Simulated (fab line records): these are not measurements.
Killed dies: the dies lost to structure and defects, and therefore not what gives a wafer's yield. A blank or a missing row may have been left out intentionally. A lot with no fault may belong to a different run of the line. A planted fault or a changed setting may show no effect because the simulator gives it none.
The tool behind it: which one?    flow gf180mcu    12 lots with 36 wafers sampled at 5 steps, on a route of 602 steps

WHAT EACH GAUGE READ, for each wafer
GF_HV_LDD_TW_MEAS_11. Usual: for HV_LDD_TW the level is 2404 and the standard deviation is 25.
lot   measured      on            HV_LDD_TW                      flag
L468  day 9 22:34   filmMetro-02  2384 2369 2382                 
L469  day 10 06:42  filmMetro-04  2425 2425 2442                 
L470  day 10 17:31  filmMetro-01  2410 2402 2397                 
L475  day 12 04:30  filmMetro-01  2296 2288 2287 2296 2285 2301  OFF
L476  day 12 12:16  filmMetro-01  2285 2285 2283 2281 2294 2270  OFF
L479  day 13 08:21  filmMetro-04  2437 2440 2427                 
L481  day 14 04:22  filmMetro-01  2408 2408 2407                 
L483  day 14 17:18  filmMetro-02  2398 2377 2378                 
L487  day 16 01:40  filmMetro-02  2380 2369 2378                 
L488  day 16 07:29  filmMetro-02  2376 2379 2374                 
L489  day 16 14:59  filmMetro-02  2379 2378 2376                 
L490  day 16 17:58  filmMetro-01  2420 2417 2418                 

GF_HV_LDD_RS_MEAS_53: measures by four-point-probe. Usual: for HV_LDD_RS the level is 418.6 ohm/sq and the standard deviation is 0.96.
lot   measured      on            HV_LDD_RS (ohm/sq)                   flag
L468  day 12 08:23  filmMetro-04  419.1 418.9 418.5                    
L469  day 12 16:42  filmMetro-04  419.6 419.5 420.1                    
L470  day 13 03:58  filmMetro-04  419.8 418.3 418.8                    
L475  day 14 17:47  filmMetro-04  449.4 450.8 451.1 449.7 451.4 451.5  OFF
L476  day 15 02:44  filmMetro-02  453.7 452.0 451.8 453.3 452.9 451.8  OFF
L479  day 15 23:38  filmMetro-02  418.4 418.1 418.3                    
L481  day 16 21:37  filmMetro-02  418.5 420.1 419.4                    
L483  day 17 13:26  filmMetro-01  419.4 420.0 421.2                    
L487  day 19 01:03  filmMetro-04  418.9 420.3 419.3                    
L488  day 19 06:40  filmMetro-01  418.4 417.6 419.9                    
L489  day 19 14:13  filmMetro-04  419.6 418.4 419.8                    
L490  day 20 06:05  filmMetro-02  417.3 417.5 417.7                    

GF_M1_OVL_MEAS_15. Usual: for M1_OVL the level is 4 nm and the standard deviation is 5.8.
lot   measured      on          M1_OVL (nm)  flag
L468  day 16 23:34  overlay-01  7 9 10       
L469  day 17 08:37  overlay-01  2 8 -3       
L470  day 17 22:02  overlay-02  6 -1 8       
L475  day 19 18:28  overlay-01  -9 -6 -4     
L476  day 20 04:46  overlay-01  1 9 5        
L479  day 21 04:13  overlay-01  4 3 8        
L481  day 22 04:10  overlay-02  12 16 16     
L483  day 22 17:25  overlay-01  9 10 12      
L487  day 24 06:25  overlay-01  11 9 7       
L488  day 24 12:28  overlay-02  11 10 -2     
L489  day 24 15:52  overlay-01  7 4 0        
L490  day 25 10:03  overlay-01  1 -1 1       

WHICH TOOL RAN EACH LOT (tool, then ch and the chambers of the sampled wafers, then the start)
lot   GF_HV_LDD_IMPLANT_09             GF_CONTACT_SPUTTER_22
L468  implanter-04 ch 0, day 9 22:20   pvdSputter-01, day 16 00:29
L469  implanter-04 ch 0, day 10 06:27  pvdSputter-04, day 16 09:40
L470  implanter-02 ch 0, day 10 17:17  pvdSputter-01, day 16 21:40
L475  implanter-02 ch 0, day 12 04:15  pvdSputter-04, day 18 17:02
L476  implanter-02 ch 0, day 12 12:02  pvdSputter-04, day 19 03:50
L479  implanter-04 ch 0, day 13 08:06  pvdSputter-02, day 20 03:37
L481  implanter-03 ch 0, day 14 04:08  pvdSputter-01, day 21 03:31
L483  implanter-04 ch 0, day 14 17:03  pvdSputter-04, day 21 17:17
L487  implanter-03 ch 0, day 16 01:25  pvdSputter-01, day 23 07:16
L488  implanter-04 ch 0, day 16 07:15  pvdSputter-01, day 23 12:38
L489  implanter-04 ch 0, day 16 14:44  pvdSputter-01, day 23 16:37
L490  implanter-03 ch 0, day 16 17:43  pvdSputter-01, day 24 11:19
- GF_HV_LDD_IMPLANT_09
- GF_CONTACT_SPUTTER_22: material Ti, target thk 15 nm, time 80.02 s.

AS READ BY THE TOOLS THEMSELVES (means over the sampled wafers that have a number; for cases with no such wafer, the mark the record gives instead)
GF_HV_LDD_IMPLANT_09. Usual: doseIonsCm2 1.0001e+14, standard deviation 1.1e+11; faradayCurrentUA 564, standard deviation 11.
lot   tool          doseIonsCm2  faradayCurrentUA  flag
L468  implanter-04  9.9987e+13   564               
L469  implanter-04  1.0007e+14   574               
L470  implanter-02  1.0003e+14   562               
L475  implanter-02  8.3490e+13   473               OFF
L476  implanter-02  8.3497e+13   476               OFF
L479  implanter-04  9.9940e+13   556               
L481  implanter-03  1.0009e+14   576               
L483  implanter-04  1.0004e+14   570               
L487  implanter-03  9.9997e+13   562               
L488  implanter-04  1.0006e+14   560               
L489  implanter-04  9.9947e+13   559               
L490  implanter-03  9.9930e+13   560               

GF_CONTACT_SPUTTER_22. Usual: chamberPressurePa 4.998 Pa, standard deviation 0.01; throttleValvePct 30.3 %, standard deviation 0.86.
lot   tool           chamberPressurePa (Pa)  throttleValvePct (%)  flag
L468  pvdSputter-01  4.995                   30.6                  
L469  pvdSputter-04  4.992                   30.1                  
L470  pvdSputter-01  4.997                   30.4                  
L475  pvdSputter-04  5.006                   29.4                  
L476  pvdSputter-04  5.008                   29.2                  
L479  pvdSputter-02  5.005                   31.0                  
L481  pvdSputter-01  4.994                   30.6                  
L483  pvdSputter-04  4.996                   28.9                  
L487  pvdSputter-01  5.002                   30.7                  
L488  pvdSputter-01  4.992                   30.5                  
L489  pvdSputter-01  5.008                   30.1                  
L490  pvdSputter-01  4.999                   30.7                  

THE ANSWER, worked out from the rows above alone
Rule: a lot is off if the mean of its wafers that have a number lies more than 3 standard deviations from the usual mean. Also off: a lot with no number at a reading for which 4 or more lots have one. All remaining lots with rows at the step are treated as sound. The gauges are gone through in route order, then the tools' own readings, and for those a lot's mean is taken as printed above. At the first step where some lot is off, the reading lying furthest off is the one used; lots without a number count as furthest.
Off: L475, L476, at GF_HV_LDD_TW_MEAS_11 (HV_LDD_TW).
A tool fits if, at a process step before that reading, it ran every lot that is off, and no sound lot after the first of them. Not tried: the gauges at GF_HV_LDD_TW_MEAS_11; whatever is off there is also off at GF_HV_LDD_RS_MEAS_53, on other tools, and gauge error can't account for it. One candidate fits, namely implanter-02 at GF_HV_LDD_IMPLANT_09. Its last sound lot is L470 (day 10 17:17), its first lot that is off L475 (day 12 04:15): a fault that began between those two fits.
The tool's own readings at GF_HV_LDD_IMPLANT_09 bear it out: on the lots that are off they differ by more than 5 times the standard deviation of the sound lots' means. doseIonsCm2 reads 8.3494e+13 there against 1.0001e+14 on the sound lots; faradayCurrentUA reads 474 there against 564 on the sound lots.

WHAT HAD BEEN PUT IN BY THE SIMULATOR
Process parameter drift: implanter-02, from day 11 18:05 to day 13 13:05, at GF_HV_LDD_IMPLANT_09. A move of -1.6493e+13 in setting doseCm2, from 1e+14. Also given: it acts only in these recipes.
Lots struck among those shown: L475, L476. Same finding as the rule above.
